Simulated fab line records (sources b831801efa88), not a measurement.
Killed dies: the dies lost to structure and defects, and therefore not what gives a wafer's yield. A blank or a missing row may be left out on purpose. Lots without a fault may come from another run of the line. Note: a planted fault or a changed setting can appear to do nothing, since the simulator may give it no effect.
Chamber matching + flow sky130 + rieDiel-04 running SKY_SONOS_ONO_ETCH_15: 4 sister chambers
The step etches the open film in CHF3/O2, target depth 19.52 nm, time 7.8 s. 14 wafers are shown with their chamber, then 7 later ones without.

== WAFERS, EACH WITH ITS CHAMBER ==
| wafer  | chamber | drypumpMotorCurrentA (A) | oesProductAu (a.u.) | biasW (W) |
|--------|---------|--------------------------|---------------------|-----------|
| L828.1 | 0       | 5.7                      | 1.002               | 200.3     |
| L828.4 | 3       | 6.2                      | 1.010               | 200.3     |
| L828.5 | 2       | 5.7                      | 0.998               | 200.2     |
| L835.3 | 0       | 5.7                      | 0.995               | 198.6     |
| L835.5 | 2       | 5.7                      | 1.003               | 200.0     |
| L835.6 | 1       | 5.3                      | 0.989               | 199.7     |
| L841.1 | 2       | 5.7                      | 1.004               | 200.6     |
| L841.4 | 3       | 6.3                      | 1.016               | 200.6     |
| L841.5 | 0       | 5.7                      | 1.003               | 199.3     |
| L842.1 | 3       | 6.2                      | 1.013               | 199.0     |
| L842.4 | 3       | 6.3                      | 1.016               | 200.4     |
| L842.6 | 0       | 5.7                      | 1.003               | 199.2     |
| L843.3 | 2       | 5.7                      | 1.006               | 200.6     |
| L843.5 | 2       | 5.8                      | 1.001               | 201.3     |

SIGNATURES (averages over the wafers above)
| reading              | chamber 0 | chamber 1 | chamber 2 | chamber 3 | scatter within a chamber |
|----------------------|-----------|-----------|-----------|-----------|--------------------------|
| drypumpMotorCurrentA | 5.700     | 5.300     | 5.720     | 6.250     | 0.0424                   |
| oesProductAu         | 1.00075   | 0.98900   | 1.00240   | 1.01375   | 0.00327                  |
| biasW                | 199.350   | 199.700   | 200.540   | 200.075   | 0.638                    |
Rule: distance of a wafer from a chamber = root of the sum over the readings of ((wafer's reading minus chamber's mean) / reading's scatter) squared. The wafer belongs to the nearest chamber; if the next one is less than 2 further off, it can't be placed. How the scatter is found: for the shown wafers, subtract from each reading the mean of its chamber, square and add these, divide the total by (wafers less chambers), then take the root.

== WAFERS MISSING THEIR CHAMBER ==
| wafer  | drypumpMotorCurrentA (A) | oesProductAu (a.u.) | biasW (W) |
|--------|--------------------------|---------------------|-----------|
| L843.6 | 6.3                      | 1.014               | 201.1     |
| L848.2 | 5.7                      | 1.000               | 199.8     |
| L848.4 | 6.2                      | 1.011               | 199.2     |
| L848.6 | 5.2                      | 0.993               | 199.4     |
| L851.1 | 5.7                      | 1.000               | 200.4     |
| L851.4 | 5.7                      | 1.020               | 200.1     |
| L851.6 | 5.7                      | 1.011               | 199.9     |

== CHAMBER TAKEN BY EACH ==
| wafer  | from the rows above     | in truth |
|--------|-------------------------|----------|
| L843.6 | 3                       | 3        |
| L848.2 | can't be placed: 0 or 2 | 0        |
| L848.4 | 3                       | 3        |
| L848.6 | 1                       | 1        |
| L851.1 | can't be placed: 2 or 0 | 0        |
| L851.4 | can't be placed: 2 or 0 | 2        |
| L851.6 | can't be placed: 2 or 0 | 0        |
Correct placement for 3 of the 7. These rows do not allow placing 4 (true chamber among the candidates in 4). Wrongly placed: 0.
